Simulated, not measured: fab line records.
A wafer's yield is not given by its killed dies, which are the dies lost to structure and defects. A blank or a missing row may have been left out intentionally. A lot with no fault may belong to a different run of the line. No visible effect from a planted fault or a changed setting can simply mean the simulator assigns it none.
Code-filled problem report in 8D (eight disciplines) form / flow sky130 / the parts of the form that need people (team, actions taken, sign-off) are left out

== 1. THE PROBLEM ==
VT_ADJUST_NCORE_TW at SKY_VT_ADJUST_NCORE_TW_MEAS_11 reads a mean of 30.4 on 3 wafers of 1 lot; wafers without a fault read 220.3 with a standard deviation of 1.5. That is -99 or more standard deviations from the usual mean.
The first sign was on wafer L312.2 at day 14 10:08, on film metro-02. At this step, 39 wafers from 13 lots have a number in the record. By rule, "out" or "out of limits" means more than 4 standard deviations away from the usual mean. The rest of the wafers with a number are treated as sound.

== 2. WHAT IT IS, AND WHAT IT ISN'T ==
question=which readings at this step | is=VT_ADJUST_NCORE_TW | is not=-
question=which lots | is=L312 | is not=L292, L295, L296, L297, L298, L300, L301, L304, L305, L306, L308, L311
question=which wafers of those lots | is=all that have a number | is not=-
question=read on which gauges | is=film metro-02 | is not=film metro-03, film metro-04
question=when | is=from day 14 10:08 | is not=up to then (33 sound wafers); but 3 sound wafers of L311 came after

== 3. THE SUSPECTS, EACH WITH WHAT RULES IT OUT ==
Counting: any tool at a process step up to the reading is kept as a suspect provided that every lot that is out went through it and no sound lot did after the first of them.
- the gauge at SKY_VT_ADJUST_NCORE_TW_MEAS_11 has been ruled out. All the wafers that are out were read on film metro-02, but those of them that SKY_VT_ADJUST_LVTN_STRIP_20 has rows for are out there too, on other tools.
- plasma asher-02 at SKY_VT_ADJUST_LVTN_STRIP_20 (strips in O2/N2): kept. It ran the lot that is out, L312 (day 13 08:45), and no sound lot after that; its last sound lot up to then is L308 (day 12 06:28). On those wafers its own readings are out: oes product au.
- plasma asher-01 at SKY_VT_ADJUST_NCORE_STRIP_10 (strips in O2/N2): kept. It ran the lot that is out, L312 (day 14 10:01), and no sound lot after that; its last sound lot up to then is L308 (day 13 08:16). On those wafers its own readings are out: strip time to endpoint s.
What counting leaves: plasma asher-02 at SKY_VT_ADJUST_LVTN_STRIP_20 and plasma asher-01 at SKY_VT_ADJUST_NCORE_STRIP_10.

== 4. THE CAUSE (what the simulator had put in) ==
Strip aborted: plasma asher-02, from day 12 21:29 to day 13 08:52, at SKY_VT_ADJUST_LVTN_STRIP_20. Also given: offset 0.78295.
Counting left 2 suspects, and this tool is among them.

== 5. THE EFFECT CHAIN, in route order ==
Each row: a reading whose mean over the struck wafers that have a number lies more than 3 standard deviations from the usual. Scope: only readings with a usual standard deviation given in the record; hours: median across lots of the time from each lot's start at the first step in this table that gives one to its start at this step; sigmas: change in usual standard deviations.
hours=0; step=SKY_VT_ADJUST_LVTN_STRIP_20; reading=oes product au; usual=0.716 a.u.; on struck wafers=0.916; change=+0.200; sigmas=+43
hours=25; step=SKY_VT_ADJUST_NCORE_STRIP_10; reading=strip time to endpoint s; usual=14.19 s; on struck wafers=23.47; change=+9.28; sigmas=+99 or more
hours=25; step=SKY_VT_ADJUST_NCORE_TW_MEAS_11; reading=VT_ADJUST_NCORE_TW; usual=220.3; on struck wafers=30.4; change=-189.9; sigmas=-99 or more
Process steps it contains:
- SKY_VT_ADJUST_LVTN_STRIP_20: strips in O2/N2.
- SKY_VT_ADJUST_NCORE_STRIP_10: strips in O2/N2.
Readings that are blank on the struck wafers while sound wafers have them: strip time to endpoint s at SKY_VT_ADJUST_LVTN_STRIP_20.

== 6. HOW IT WOULD HAVE BEEN CAUGHT EARLIER ==
In this record the first reading out of limits at a measuring or inspecting step was taken at day 14 10:08, 37 hours after the fault began at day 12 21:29.
At SKY_VT_ADJUST_LVTN_STRIP_20, the tool's own readings (oes product au) were out on each struck wafer the step has a row for, so an alarm limit on them would have fired on the first such wafer.
By day 14 10:08, every lot that is out (1) had started SKY_VT_ADJUST_LVTN_STRIP_20 on plasma asher-02. Had the tool been put on hold then, not one of them would have been saved.
